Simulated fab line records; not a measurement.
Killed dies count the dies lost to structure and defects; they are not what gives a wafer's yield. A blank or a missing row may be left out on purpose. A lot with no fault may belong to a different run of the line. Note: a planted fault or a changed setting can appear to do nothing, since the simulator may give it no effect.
Chamber matching / flow sfq-line / SFQ_TRILAYER_I7_DEP_PECVD_183 on pecvd-04: 3 sister chambers
The step deposits SiO2 from SiH4/N2O, time 111.11 s, target thk 500 nm. 14 wafers are shown with their chamber, then 7 later ones without.

## EACH WAFER AND ITS CHAMBER
wafer=L713.1; chamber=2; throttle-valve-pct (%)=26.2; heater-power-w (W)=96
wafer=L713.2; chamber=0; throttle-valve-pct (%)=26.2; heater-power-w (W)=78
wafer=L713.6; chamber=0; throttle-valve-pct (%)=26.1; heater-power-w (W)=83
wafer=L714.2; chamber=0; throttle-valve-pct (%)=26.5; heater-power-w (W)=89
wafer=L714.3; chamber=2; throttle-valve-pct (%)=26.4; heater-power-w (W)=96
wafer=L714.6; chamber=0; throttle-valve-pct (%)=26.2; heater-power-w (W)=91
wafer=L715.2; chamber=0; throttle-valve-pct (%)=26.2; heater-power-w (W)=85
wafer=L715.3; chamber=1; throttle-valve-pct (%)=23.9; heater-power-w (W)=73
wafer=L715.6; chamber=1; throttle-valve-pct (%)=24.0; heater-power-w (W)=78
wafer=L719.1; chamber=1; throttle-valve-pct (%)=24.2; heater-power-w (W)=78
wafer=L719.4; chamber=0; throttle-valve-pct (%)=26.4; heater-power-w (W)=80
wafer=L719.5; chamber=1; throttle-valve-pct (%)=23.9; heater-power-w (W)=80
wafer=L721.2; chamber=0; throttle-valve-pct (%)=26.2; heater-power-w (W)=87
wafer=L721.3; chamber=2; throttle-valve-pct (%)=26.3; heater-power-w (W)=86

SIGNATURES, as means of the wafers listed above
reading=throttle-valve-pct; chamber 0=26.257; chamber 1=24.000; chamber 2=26.300; scatter within a chamber=0.134
reading=heater-power-w; chamber 0=84.71; chamber 1=77.25; chamber 2=92.67; scatter within a chamber=4.54
Rule: a wafer's distance from a chamber is the root of the sum, over the readings, of the square of ((its reading less the chamber's mean) divided by the reading's scatter). If the next closest chamber is less than 2 further off than the closest, the wafer can't be placed; otherwise it belongs to the closest. How the scatter is found: for the shown wafers, subtract from each reading the mean of its chamber, square and add these, divide the total by (wafers less chambers), then take the root.

## WAFERS WHOSE CHAMBER IS MISSING
wafer=L721.4; throttle-valve-pct (%)=24.2; heater-power-w (W)=63
wafer=L734.1; throttle-valve-pct (%)=26.5; heater-power-w (W)=86
wafer=L734.4; throttle-valve-pct (%)=27.2; heater-power-w (W)=96
wafer=L734.5; throttle-valve-pct (%)=24.6; heater-power-w (W)=79
wafer=L736.3; throttle-valve-pct (%)=27.2; heater-power-w (W)=87
wafer=L736.4; throttle-valve-pct (%)=26.5; heater-power-w (W)=73
wafer=L736.6; throttle-valve-pct (%)=24.7; heater-power-w (W)=64

## WHICH CHAMBER EACH WENT THROUGH
wafer=L721.4; from the rows above=1; in truth=1
wafer=L734.1; from the rows above=can't be placed: 0 or 2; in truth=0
wafer=L734.4; from the rows above=can't be placed: 2 or 0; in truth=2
wafer=L734.5; from the rows above=1; in truth=1
wafer=L736.3; from the rows above=can't be placed: 2 or 0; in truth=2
wafer=L736.4; from the rows above=can't be placed: 0 or 2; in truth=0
wafer=L736.6; from the rows above=1; in truth=1
3 of 7 placed correctly. Not placeable from these rows: 4 (in 4, the candidates include the true chamber). Number placed wrongly: 0.
